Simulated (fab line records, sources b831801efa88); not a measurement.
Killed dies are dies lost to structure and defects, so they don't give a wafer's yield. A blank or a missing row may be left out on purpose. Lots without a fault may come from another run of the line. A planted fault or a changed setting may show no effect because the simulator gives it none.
A struck lot beside a sound one | flow sky130 | 44 steps out of a route of 708
Sound: wafers L987.1, L987.4, L987.5. Struck: wafers L998.3, L998.5, L998.6. The cause comes at the end.
At each step with rows: each side's tool, then ch and its chambers, then its first start. Under that, the readings that differ: sound wafers | struck wafers | difference of the means | sigmas: that difference in standard deviations of wafers without a fault.
alike: readings whose means differ by less than 2 such deviations, and words and numbers that are the same on both sides. not compared: withheld readings, readings that some wafer has no value for, bounds like >300 that may hide the same value, and numbers for which the record gives no deviation and whose values overlap.
The two part at a step that has a row with sigmas, a row that says differs or no value, or rows on one side only. Numbers that don't overlap but have no deviation are shown without sigmas and don't part them. A reading that every wafer of one side lacks parts them only if that side has two wafers or more.

first, 8 steps without rows for these wafers: SKY_DNWELL_DEHYDRATE_00 (time 60 s); SKY_DNWELL_HMDS_01 (prime time 60 s); SKY_DNWELL_COAT_02 (resist thk 3000 nm); SKY_DNWELL_SOFTBAKE_03; SKY_DNWELL_EXPOSE_04 (exposes mask DNM, target cd 3000 nm); SKY_DNWELL_PEB_05; SKY_DNWELL_DEVELOP_06 (develop time 60 s); SKY_DNWELL_IMPLANT_07.
SKY_DNWELL_STRIP_08: strips in O2/N2.
  sound on plasma_asher-03 ch 1, day 4 05:36; struck on plasma_asher-04 ch 0,1, day 6 23:20
  reading                     | sound       | struck      | difference | sigmas
  drypump_motor_current_A (A) | 5.9 5.9 5.9 | 5.0 5.3 5.0 | -0.8       | -2
  alike: chamber_pressure_mTorr, o2_flow_sccm, oes_product_au, strip_time_to_endpoint_s
  not compared: rf_hours_counter_h
SKY_DNWELL_TW_MEAS_09:
  sound on film_metro-01, day 4 05:42; struck on film_metro-01, day 6 23:25
  alike: DNWELL_TW
then, 2 steps without rows for these wafers: SKY_PWDE_DEHYDRATE_00 (time 60 s); SKY_PWDE_HMDS_01 (prime time 60 s).
SKY_PWDE_COAT_02: resist thk 3000 nm.
  sound on litho_track-01 ch 0, day 4 14:03; struck on litho_track-04, day 7 09:23
  no value came back on the struck wafers for chill_plate_temp_C (C), dispense_pressure_kPa (kPa); on the sound wafers chill_plate_temp_C (C) reads 22.96 23.01 23.07
then, 4 steps without rows for these wafers: SKY_PWDE_SOFTBAKE_03; SKY_PWDE_EXPOSE_04 (exposes mask PWDEM, target cd 840 nm); SKY_PWDE_PEB_05; SKY_PWDE_DEVELOP_06 (develop time 60 s).
SKY_PWDE_OVL_MEAS_07:
  sound on overlay-01, day 4 23:21; struck on overlay-02, day 7 19:06
  reading       | sound       | struck | difference                    | sigmas
  PWDE_OVL (nm) | 2.0 3.1 0.7 | - - -  | no value on the struck wafers |
then, 1 step without rows for these wafers: SKY_PWDE_IMPLANT_08.
SKY_PWDE_STRIP_09: strips in O2/N2.
  sound on plasma_asher-04 ch 0,1, day 4 23:32; struck on plasma_asher-01 ch 0,1, day 7 19:19
  no value came back on the struck wafers for oes_product_au (a.u.), strip_time_to_endpoint_s (s); on the sound wafers oes_product_au (a.u.) reads 0.718 0.728 0.730
  alike: chamber_pressure_mTorr, drypump_motor_current_A, o2_flow_sccm
  not compared: rf_hours_counter_h
SKY_PWDE_TW_MEAS_10:
  sound on film_metro-03, day 4 23:38; struck on film_metro-04, day 7 19:24
  alike: PWDE_TW
then, 7 steps without rows for these wafers: SKY_NWELL_DEHYDRATE_03 (time 60 s); SKY_NWELL_HMDS_04 (prime time 60 s); SKY_NWELL_COAT_05 (resist thk 3000 nm); SKY_NWELL_SOFTBAKE_06; SKY_NWELL_EXPOSE_07 (exposes mask NWM, target cd 840 nm); SKY_NWELL_PEB_08; SKY_NWELL_DEVELOP_09 (develop time 60 s).
SKY_NWELL_OVL_MEAS_10:
  sound on overlay-02, day 5 16:17; struck on overlay-01, day 8 15:20
  alike: NWELL_00_OVL
then, 3 steps without rows for these wafers: SKY_NWELL_IMPLANT_11; SKY_NWELL_IMPLANT_12; SKY_NWELL_IMPLANT_13.
SKY_NWELL_STRIP_14: strips in O2/N2.
  sound on plasma_asher-02 ch 0,1, day 5 16:46; struck on plasma_asher-02 ch 0,1, day 8 15:51
  alike: chamber_pressure_mTorr, drypump_motor_current_A, o2_flow_sccm, oes_product_au, strip_time_to_endpoint_s
  not compared: rf_hours_counter_h
SKY_NWELL_TW_MEAS_15:
  sound on film_metro-01, day 5 16:52; struck on film_metro-04, day 8 16:01
  alike: NWELL_TW
then, 7 steps without rows for these wafers: SKY_NWELL_DEHYDRATE_16 (time 60 s); SKY_NWELL_HMDS_17 (prime time 60 s); SKY_NWELL_COAT_18 (resist thk 3000 nm); SKY_NWELL_SOFTBAKE_19; SKY_NWELL_EXPOSE_20 (exposes mask NWM COMPLEMENT, target cd 840 nm); SKY_NWELL_PEB_21; SKY_NWELL_DEVELOP_22 (develop time 60 s).
SKY_NWELL_OVL_MEAS_23:
  sound on overlay-02, day 6 09:53; struck on overlay-01, day 9 13:24
  alike: NWELL_01_OVL
SKY_NWELL_TW_MEAS_26:
  sound on film_metro-03, day 6 10:10; struck on film_metro-03, day 9 13:55
  reading    | sound       | struck      | difference | sigmas
  NWELL_2_TW | 494 496 494 | 545 549 551 | +54        | +10
  not compared: hold
-- the record jumps here: 40 days lie between the struck wafers' starts before and after (it left off in module NWELL and takes up again in module PAD_OPEN, whose first step shown is number 708 of the route) --
SKY_PAD_OPEN_PROBE_99:
  sound on prober-02, day 47 01:37; struck on prober-01, day 50 01:23
  reading             | sound    | struck                                                               | difference                   | sigmas
  hold                | - - -    | await_dispo/2.6h/scrap await_dispo/2.6h/scrap await_dispo/2.6h/scrap | no value on the sound wafers |
  killed_at_front_end | 11 17 7  | 417 424 427                                                          | +411                         | +98
  killed_dies         | 74 78 76 | 492 492 492                                                          | +416                         | +50
  killed_on_rim       | 15 15 13 | 96 96 96                                                             | +82                          | +23
  alike: killed_at_M0_to_M3, killed_at_M4_up, killed_at_contacts, killed_at_other, killed_open, killed_short

WHERE THEY PART
First at SKY_DNWELL_STRIP_08; last, within this record, at SKY_PAD_OPEN_PROBE_99.

WHY: what the simulator had put in
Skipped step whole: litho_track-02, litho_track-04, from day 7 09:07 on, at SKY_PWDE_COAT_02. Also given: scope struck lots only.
